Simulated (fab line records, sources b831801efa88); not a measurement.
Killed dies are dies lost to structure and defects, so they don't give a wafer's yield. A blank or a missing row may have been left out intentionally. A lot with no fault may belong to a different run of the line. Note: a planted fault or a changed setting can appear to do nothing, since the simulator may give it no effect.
Which tool did it? / flow gf180mcu / 14 lots, 42 wafers sampled, at 3 steps of a route of 602

## WHAT THE GAUGES SHOWED, per wafer
GF_NWELL_OVL_MEAS_07.
lot=L155; measured=day 3 09:37; on=overlay-02; NWELL_OVL (nm)=0.0 -2.3 -2.8
lot=L156; measured=day 3 13:04; on=overlay-02; NWELL_OVL (nm)=-0.2 -0.5 -0.3
lot=L157; measured=day 3 16:59; on=overlay-02; NWELL_OVL (nm)=1.0 -0.7 -0.3
lot=L159; measured=day 4 04:46; on=overlay-02; NWELL_OVL (nm)=-2.1 -1.0 -0.3
lot=L161; measured=day 4 18:25; on=overlay-02; NWELL_OVL (nm)=-0.3 -1.2 -0.7
lot=L162; measured=day 4 22:16; on=overlay-02; NWELL_OVL (nm)=1.7 -2.9 -0.8
lot=L163; measured=day 5 02:13; on=overlay-01; NWELL_OVL (nm)=-0.5 -0.4 -1.0
lot=L164; measured=day 5 08:43; on=overlay-02; NWELL_OVL (nm)=-0.1 -0.9 0.1
lot=L169; measured=day 6 13:09; on=overlay-02; NWELL_OVL (nm)=0.6 -0.2 0.0
lot=L170; measured=day 6 18:44; on=overlay-01; NWELL_OVL (nm)=75.5 72.7 75.6
lot=L172; measured=day 7 04:44; on=overlay-02; NWELL_OVL (nm)=72.4 72.9 72.3
lot=L176; measured=day 8 03:08; on=overlay-02; NWELL_OVL (nm)=-0.8 -0.1 1.3
lot=L177; measured=day 8 08:22; on=overlay-01; NWELL_OVL (nm)=-0.1 0.1 -0.9
lot=L178; measured=day 8 14:01; on=overlay-01; NWELL_OVL (nm)=-1.8 -1.4 -1.2

GF_VT_IMPLANT_OVL_MEAS_40.
lot=L155; measured=day 7 16:40; on=overlay-02; VT_IMPLANT_03_OVL (nm)=2.4 0.6 0.4
lot=L156; measured=day 7 19:35; on=overlay-02; VT_IMPLANT_03_OVL (nm)=1.3 1.4 1.8
lot=L157; measured=day 8 01:11; on=overlay-02; VT_IMPLANT_03_OVL (nm)=1.5 2.1 0.2
lot=L159; measured=day 8 15:19; on=overlay-01; VT_IMPLANT_03_OVL (nm)=-0.9 -0.9 -1.3
lot=L161; measured=day 9 08:56; on=overlay-01; VT_IMPLANT_03_OVL (nm)=2.3 1.8 1.1
lot=L162; measured=day 9 12:31; on=overlay-02; VT_IMPLANT_03_OVL (nm)=-0.5 -0.6 -1.4
lot=L163; measured=day 9 18:15; on=overlay-02; VT_IMPLANT_03_OVL (nm)=1.4 0.7 0.5
lot=L164; measured=day 10 02:11; on=overlay-02; VT_IMPLANT_03_OVL (nm)=-0.4 1.7 1.5
lot=L169; measured=day 11 13:12; on=overlay-01; VT_IMPLANT_03_OVL (nm)=3.2 2.8 2.3
lot=L170; measured=day 11 19:34; on=overlay-01; VT_IMPLANT_03_OVL (nm)=1.7 2.8 1.4
lot=L172; measured=day 12 05:48; on=overlay-01; VT_IMPLANT_03_OVL (nm)=-0.7 -0.5 -1.8
lot=L176; measured=day 13 11:31; on=overlay-02; VT_IMPLANT_03_OVL (nm)=-1.0 0.0 0.6
lot=L177; measured=day 13 19:38; on=overlay-02; VT_IMPLANT_03_OVL (nm)=-1.2 -1.4 -0.3
lot=L178; measured=day 13 23:06; on=overlay-01; VT_IMPLANT_03_OVL (nm)=-0.5 -0.1 1.0

## WHICH TOOL RAN EACH LOT (tool, then ch and the chambers of the sampled wafers, then the start)
lot=L155; GF_NWELL_EXPOSE_04=iline_stepper-01 ch 0, day 3 03:50
lot=L156; GF_NWELL_EXPOSE_04=iline_stepper-02 ch 0, day 3 06:35
lot=L157; GF_NWELL_EXPOSE_04=iline_stepper-02 ch 0, day 3 10:28
lot=L159; GF_NWELL_EXPOSE_04=iline_stepper-01 ch 0, day 3 22:16
lot=L161; GF_NWELL_EXPOSE_04=iline_stepper-01 ch 0, day 4 11:55
lot=L162; GF_NWELL_EXPOSE_04=iline_stepper-01 ch 0, day 4 15:13
lot=L163; GF_NWELL_EXPOSE_04=iline_stepper-01 ch 0, day 4 19:10
lot=L164; GF_NWELL_EXPOSE_04=iline_stepper-01 ch 0, day 5 02:13
lot=L169; GF_NWELL_EXPOSE_04=iline_stepper-02 ch 0, day 6 05:59
lot=L170; GF_NWELL_EXPOSE_04=iline_stepper-02 ch 0, day 6 11:25
lot=L172; GF_NWELL_EXPOSE_04=iline_stepper-02 ch 0, day 6 20:26
lot=L176; GF_NWELL_EXPOSE_04=iline_stepper-01 ch 0, day 7 19:55
lot=L177; GF_NWELL_EXPOSE_04=iline_stepper-01 ch 0, day 8 00:17
lot=L178; GF_NWELL_EXPOSE_04=iline_stepper-01 ch 0, day 8 05:01
- GF_NWELL_EXPOSE_04: exposes mask Nwell, target cd 860 nm.

## WHAT THE TOOLS THEMSELVES READ (means of the sampled wafers that have a number; where no wafer has one, the mark that the record gives instead)
The record holds no such reading with a usual standard deviation.

## THE ANSWER, worked out from the rows above alone
Rule: what is usual is taken from the lots themselves. Put in order of their means at a reading, lots are off if they are a third of the lots or fewer, leave a main group of 4 or more, and stand apart from it by a gap of 3 or more times the standard deviation of the main group's means; of several such gaps the widest counts. If all means in a main group match to the digits the tables above print for the reading, that group is not used. A lot without any number at a reading at which 4 lots or more have one is off too. The other lots that the step has rows for count as sound. The gauges are gone through in route order, then the tools' own readings, and for those a lot's mean is taken as printed above. The first step at which some lot is off is used, and at that step the reading that is off furthest; a lot without a number counts as furthest.
Off: L170, L172, seen at GF_NWELL_OVL_MEAS_07 (NWELL_OVL). For the main group the mean is -0.6 nm and the standard deviation 0.57.
If a tool, at a process step before that reading, ran all the lots that are off and no sound lot after the first of them, it fits. Gauges at GF_NWELL_OVL_MEAS_07: tried the same way as those tools. One candidate fits, namely iline_stepper-02 at GF_NWELL_EXPOSE_04. Its last sound lot is L169 (day 6 05:59), its first lot that is off L170 (day 6 11:25): a fault that began between those two fits.

## WHAT HAD BEEN PUT IN BY THE SIMULATOR
Scanner matching overlay: iline_stepper-02, from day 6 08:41 on, at GF_NWELL_EXPOSE_04. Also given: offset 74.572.
Lots struck among those shown: L170, L172. The rule above reached the same finding.
